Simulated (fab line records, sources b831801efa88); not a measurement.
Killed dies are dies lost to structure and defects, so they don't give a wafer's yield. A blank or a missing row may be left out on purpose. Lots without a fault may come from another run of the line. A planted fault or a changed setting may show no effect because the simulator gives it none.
A struck lot beside a sound one | flow sky130 | 14 steps out of a route of 708
Sound: wafers L913.3, L913.4, L913.5. Struck: wafers L924.1, L924.2, L924.3. The cause comes at the end.
At each step with rows: each side's tool, then ch and its chambers, then its first start. Under that, the readings that differ: sound wafers | struck wafers | difference of the means | sigmas: that difference in standard deviations of wafers without a fault.
alike: readings whose means differ by less than 2 such deviations, and words and numbers that are the same on both sides. not compared: withheld readings, readings that some wafer has no value for, bounds like >300 that may hide the same value, and numbers for which the record gives no deviation and whose values overlap.
The two part at a step that has a row with sigmas, a row that says differs or no value, or rows on one side only. Numbers that don't overlap but have no deviation are shown without sigmas and don't part them. A reading that every wafer of one side lacks parts them only if that side has two wafers or more.

first, 6 steps without rows for these wafers: SKY_RES_XHIGH_COAT_02 (resist thk 1140 nm); SKY_RES_XHIGH_SOFTBAKE_03 (time 60 s); SKY_RES_XHIGH_EXPOSE_04 (exposes mask URPM, target cd 1270 nm); SKY_RES_XHIGH_PEB_05; SKY_RES_XHIGH_DEVELOP_06 (develop time 60 s); SKY_RES_XHIGH_IMPLANT_07.
SKY_RES_XHIGH_STRIP_08: strips in O2/N2.
  sound on plasma_asher-01 ch 0,1, day 27 15:46; struck on plasma_asher-02 ch 0,1, day 31 19:02
  alike: drypump_motor_current_A, oes_product_au, strip_time_to_endpoint_s
  not compared: rf_hours_counter_h
SKY_RES_XHIGH_TW_MEAS_09:
  sound on film_metro-01, day 27 15:51; struck on film_metro-02, day 31 19:08
  alike: RES_XHIGH_TW
then, 4 steps without rows for these wafers: SKY_SD_N_DEHYDRATE_00 (time 60 s); SKY_SD_N_HMDS_01 (prime time 60 s); SKY_SD_N_COAT_02 (resist thk 1140 nm); SKY_SD_N_SOFTBAKE_03 (time 60 s).
SKY_SD_N_EXPOSE_04: exposes mask NSDM, target cd 380 nm.
  sound on iline_stepper-02 ch 0, day 28 06:32; struck on iline_stepper-01, day 32 08:58
  no value came back on the struck wafers for exposure_dose_mJ_cm2, focus_offset_nm (nm), sigma_outer; on the sound wafers exposure_dose_mJ_cm2 reads 141.20 140.95 141.22
  alike: mask
then, 1 step without rows for these wafers: SKY_SD_N_PEB_05.

WHERE THEY PART
Only at SKY_SD_N_EXPOSE_04, within this record.

WHY: what the simulator had put in
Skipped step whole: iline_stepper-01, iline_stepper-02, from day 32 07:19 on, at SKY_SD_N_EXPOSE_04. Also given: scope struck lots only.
